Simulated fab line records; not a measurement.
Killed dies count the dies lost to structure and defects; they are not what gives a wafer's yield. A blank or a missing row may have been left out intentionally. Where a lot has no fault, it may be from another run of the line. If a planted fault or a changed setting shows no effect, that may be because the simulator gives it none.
What tool caused it?	flow sky130	Sampling: 24 lots, 72 wafers, 4 of 708 route steps

== WHAT EACH GAUGE READ, for each wafer ==
SKY_METAL3_OVL_MEAS_14.
lot	measured	on	METAL3_OVL (nm)
L074	day 38 11:17	overlay-02	-4 -9 0
L075	day 39 00:35	overlay-01	-12 -16 -11
L076	day 39 07:56	overlay-02	-4 -2 -2
L079	day 40 05:38	overlay-01	-7 -5 -1
L077	day 40 06:02	overlay-01	-5 -5 0
L078	day 40 08:28	overlay-01	-17 -9 -11
L080	day 40 17:35	overlay-02	-1 -7 3
L081	day 40 21:41	overlay-01	-9 -8 -8
L082	day 41 01:24	overlay-01	-5 -7 -9
L083	day 41 09:38	overlay-01	1 -10 -2
L084	day 41 18:03	overlay-02	-4 -1 -8
L085	day 42 00:01	overlay-01	-4 -4 1
L086	day 42 08:35	overlay-02	-7 -2 -3
L087	day 42 14:41	overlay-02	-4 -4 -2
L088	day 42 17:44	overlay-02	-7 -9 -7
L089	day 43 01:35	overlay-02	-1 -8 -10
L090	day 43 07:14	overlay-02	-7 -4 -11
L092	day 43 16:51	overlay-01	5 0 -3
L091	day 43 18:11	overlay-01	-2 0 0
L093	day 43 21:06	overlay-01	-7 -7 -9
L094	day 44 12:55	overlay-02	-2 4 5
L095	day 44 21:27	overlay-01	-2 0 -5
L096	day 45 01:38	overlay-02	-4 0 0
L097	day 45 09:50	overlay-02	-8 -8 -6

SKY_CAP2M_THK_MEAS_04: measures by xrf.
lot	measured	on	CAP2M_TIN_THK (nm)
L074	day 39 16:15	film metro-01	203.5 202.1 200.6
L075	day 40 04:43	film metro-01	199.1 204.3 203.8
L076	day 40 12:25	film metro-04	198.6 197.5 199.3
L079	day 41 09:16	film metro-01	203.7 200.5 199.3
L077	day 41 09:37	film metro-04	200.3 199.3 197.8
L078	day 41 12:31	film metro-04	201.6 200.4 200.5
L080	day 41 21:02	film metro-04	199.6 202.5 199.1
L081	day 42 00:41	film metro-01	200.6 201.8 202.4
L082	day 42 05:10	film metro-02	203.0 205.9 200.2
L083	day 42 12:52	film metro-02	204.0 203.2 205.6
L084	day 42 20:37	film metro-01	202.6 199.0 199.4
L085	day 43 02:59	film metro-04	200.0 199.8 199.7
L086	day 43 11:30	film metro-02	203.5 200.6 204.4
L087	day 43 16:46	film metro-02	200.3 203.3 201.4
L088	day 43 20:18	film metro-01	204.7 199.9 201.4
L089	day 44 04:41	film metro-01	205.3 203.2 203.1
L090	day 44 09:32	film metro-01	202.5 200.4 203.1
L092	day 44 18:55	film metro-01	204.6 206.5 205.2
L091	day 44 20:20	film metro-02	206.0 203.7 202.4
L093	day 44 23:13	film metro-02	207.4 203.1 203.6
L094	day 45 13:58	film metro-04	200.0 199.7 202.9
L095	day 45 22:26	film metro-02	208.0 206.2 207.9
L096	day 46 02:33	film metro-02	200.6 203.6 206.3
L097	day 46 10:07	film metro-02	202.4 205.9 206.8

== WHICH TOOL RAN EACH LOT (tool, then ch and the chambers of the sampled wafers, then the start) ==
lot	SKY_VIA2_ETCH_15	SKY_METAL3_SPUTTER_04
L074	rie diel-01 ch 0,2, day 36 04:28	pvd sputter-01, day 36 05:54
L075	rie diel-04 ch 0,1,3, day 36 19:44	pvd sputter-04, day 36 21:10
L076	rie diel-04 ch 0,1,3, day 37 01:38	pvd sputter-02, day 37 03:06
L079	rie diel-04 ch 0,3, day 38 00:58	pvd sputter-04, day 38 03:00
L077	rie diel-01 ch 0,1, day 38 01:55	pvd sputter-01, day 38 03:29
L078	rie diel-01 ch 1,2,3, day 38 03:19	pvd sputter-02, day 38 04:56
L080	rie diel-01 ch 1,2,3, day 38 13:11	pvd sputter-01, day 38 14:42
L081	rie diel-03 ch 0,3, day 38 17:47	pvd sputter-01, day 38 19:16
L082	rie diel-03 ch 0,2, day 38 21:13	pvd sputter-04, day 38 22:43
L083	rie diel-04 ch 1,3, day 39 05:46	pvd sputter-04, day 39 07:12
L084	rie diel-04 ch 0,3, day 39 13:44	pvd sputter-02, day 39 15:27
L085	rie diel-01 ch 0,1, day 39 21:47	pvd sputter-04, day 39 23:13
L086	rie diel-04 ch 0,2, day 40 07:34	pvd sputter-02, day 40 09:00
L087	rie diel-03 ch 1,3, day 40 11:37	pvd sputter-04, day 40 13:05
L088	rie diel-03 ch 0,3, day 40 15:08	pvd sputter-04, day 40 16:42
L089	rie diel-04 ch 0,3, day 41 00:11	pvd sputter-04, day 41 01:40
L090	rie diel-01 ch 0,3, day 41 07:28	pvd sputter-04, day 41 08:54
L092	rie diel-01 ch 0,3, day 41 15:49	pvd sputter-01, day 41 17:17
L091	rie diel-03 ch 0,3, day 41 17:11	pvd sputter-02, day 41 18:37
L093	rie diel-03 ch 1,2, day 41 19:26	pvd sputter-02, day 41 21:14
L094	rie diel-04 ch 2,3, day 42 12:29	pvd sputter-04, day 42 13:55
L095	rie diel-04 ch 0,3, day 42 21:17	pvd sputter-02, day 42 22:47
L096	rie diel-01 ch 0,1, day 43 01:31	pvd sputter-01, day 43 03:19
L097	rie diel-01 ch 0,1,3, day 43 11:20	pvd sputter-02, day 43 12:48
- SKY_VIA2_ETCH_15: etches SiO2 in C4F8/O2/Ar, stops on TiN, target depth 546 nm, time 84 s.
- SKY_METAL3_SPUTTER_04: material TiN, target thk 70 nm, time 58.3 s.

== AS READ BY THE TOOLS THEMSELVES (means over the sampled wafers that have a number; for cases with no such wafer, the mark the record gives instead) ==
SKY_VIA2_ETCH_15.
lot	tool	chamber pressure mTorr (mTorr)	oes product au (a.u.)
L074	rie diel-01	39.99	0.946
L075	rie diel-04	40.02	0.945
L076	rie diel-04	40.04	0.937
L079	rie diel-04	40.01	0.941
L077	rie diel-01	40.00	0.936
L078	rie diel-01	40.02	0.939
L080	rie diel-01	40.00	0.943
L081	rie diel-03	39.99	0.947
L082	rie diel-03	40.00	0.947
L083	rie diel-04	39.97	0.939
L084	rie diel-04	40.01	0.938
L085	rie diel-01	40.00	0.938
L086	rie diel-04	40.00	0.938
L087	rie diel-03	40.03	0.941
L088	rie diel-03	40.03	0.940
L089	rie diel-04	40.02	0.941
L090	rie diel-01	40.00	0.943
L092	rie diel-01	39.99	0.940
L091	rie diel-03	39.99	0.941
L093	rie diel-03	40.01	0.942
L094	rie diel-04	40.03	0.939
L095	rie diel-04	40.01	0.936
L096	rie diel-01	40.01	0.936
L097	rie diel-01	40.05	0.942

SKY_METAL3_SPUTTER_04.
lot	tool	chamber pressure pa (Pa)	throttle valve pct (%)
L074	pvd sputter-01	0.3998	30.1
L075	pvd sputter-04	0.3999	29.2
L076	pvd sputter-02	0.3996	31.3
L079	pvd sputter-04	0.4005	29.0
L077	pvd sputter-01	0.4000	31.4
L078	pvd sputter-02	0.3999	31.5
L080	pvd sputter-01	0.3995	30.5
L081	pvd sputter-01	0.3997	29.3
L082	pvd sputter-04	0.3997	29.9
L083	pvd sputter-04	0.4001	29.2
L084	pvd sputter-02	0.4001	31.7
L085	pvd sputter-04	0.3989	29.2
L086	pvd sputter-02	0.4000	31.5
L087	pvd sputter-04	0.3999	28.9
L088	pvd sputter-04	0.4003	29.2
L089	pvd sputter-04	0.4004	29.0
L090	pvd sputter-04	0.3990	28.6
L092	pvd sputter-01	0.3997	29.6
L091	pvd sputter-02	0.4003	31.1
L093	pvd sputter-02	0.4006	31.0
L094	pvd sputter-04	0.4000	29.7
L095	pvd sputter-02	0.3999	31.1
L096	pvd sputter-01	0.4003	30.6
L097	pvd sputter-02	0.4005	30.8

== THE ANSWER, worked out from the rows above alone ==
Rule: usual is defined by the lots themselves. The widest of any qualifying gaps counts: lots, ordered by their means at a reading, are off when they make up no more than a third of the lots, leave a main group of 4 or more, and stand apart from it by 3 or more times the standard deviation of that group's means. A main group whose means are all the same, to the digits that the tables above print for the reading, isn't used. Also off: a lot with no number at a reading for which 4 or more lots have one. Where the step has rows for the other lots, those lots are counted as sound. First the gauges in route order, then the tools' own readings, where a lot's mean is used as printed above. The first step at which some lot is off is used, and at that step the reading that is off furthest; a lot without a number counts as furthest.
No lot is off on any of the readings shown, so nothing can be concluded from this.

== WHAT THE SIMULATOR HAD INSERTED ==
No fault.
